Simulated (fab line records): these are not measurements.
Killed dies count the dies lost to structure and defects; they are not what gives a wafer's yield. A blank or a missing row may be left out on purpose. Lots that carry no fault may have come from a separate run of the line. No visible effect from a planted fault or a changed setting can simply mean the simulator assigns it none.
What tool caused it? || flow gf180mcu || 33 wafers sampled from 11 lots at 1 step of a route of 602

WHAT THE GAUGES SHOWED, per wafer
GF_V2_OVL_MEAS_15.
{"lot": "L772", "measured": "day 21 02:58", "on": "overlay-01", "V2_OVL (nm)": "-2 -4 -4"}
{"lot": "L773", "measured": "day 21 07:25", "on": "overlay-01", "V2_OVL (nm)": "-6 -2 -2"}
{"lot": "L774", "measured": "day 22 06:16", "on": "overlay-01", "V2_OVL (nm)": "2 5 5"}
{"lot": "L777", "measured": "day 23 20:22", "on": "overlay-01", "V2_OVL (nm)": "0 -1 -8"}
{"lot": "L780", "measured": "day 24 17:14", "on": "overlay-01", "V2_OVL (nm)": "-1 4 -1"}
{"lot": "L783", "measured": "day 25 11:54", "on": "overlay-02", "V2_OVL (nm)": "9 12 8"}
{"lot": "L782", "measured": "day 25 14:19", "on": "overlay-01", "V2_OVL (nm)": "-3 -3 -6"}
{"lot": "L785", "measured": "day 25 21:17", "on": "overlay-02", "V2_OVL (nm)": "-3 -5 -4"}
{"lot": "L791", "measured": "day 27 13:11", "on": "overlay-02", "V2_OVL (nm)": "0 -1 4"}
{"lot": "L792", "measured": "day 27 22:44", "on": "overlay-01", "V2_OVL (nm)": "9 3 7"}
{"lot": "L793", "measured": "day 28 01:46", "on": "overlay-02", "V2_OVL (nm)": "11 12 15"}

WHAT TOOL EACH LOT RAN ON (gives the tool, then ch and the chambers of the sampled wafers, and finally the start)
There is no process step in the record ahead of these readings.

AS READ BY THE TOOLS THEMSELVES (means over the sampled wafers that have a number; for cases with no such wafer, the mark the record gives instead)
The record holds no such reading with a usual standard deviation.

THE ANSWER, worked out from the rows above alone
Rule: the lots themselves supply what counts as usual. Put in order of their means at a reading, lots are off if they are a third of the lots or fewer, leave a main group of 4 or more, and stand apart from it by a gap of 3 or more times the standard deviation of the main group's means; of several such gaps the widest counts. If all means in a main group match to the digits the tables above print for the reading, that group is not used. A lot without any number at a reading at which 4 lots or more have one is off too. Any other lot the step has rows for is counted as sound. After the gauges, taken in route order, come the tools' own readings; for these a lot's mean is taken, as printed above. At the first step where some lot is off, the reading lying furthest off is the one used; lots without a number count as furthest.
Nothing can be told from this: no lot is off at any reading shown.

WHAT THE SIMULATOR HAD INSERTED
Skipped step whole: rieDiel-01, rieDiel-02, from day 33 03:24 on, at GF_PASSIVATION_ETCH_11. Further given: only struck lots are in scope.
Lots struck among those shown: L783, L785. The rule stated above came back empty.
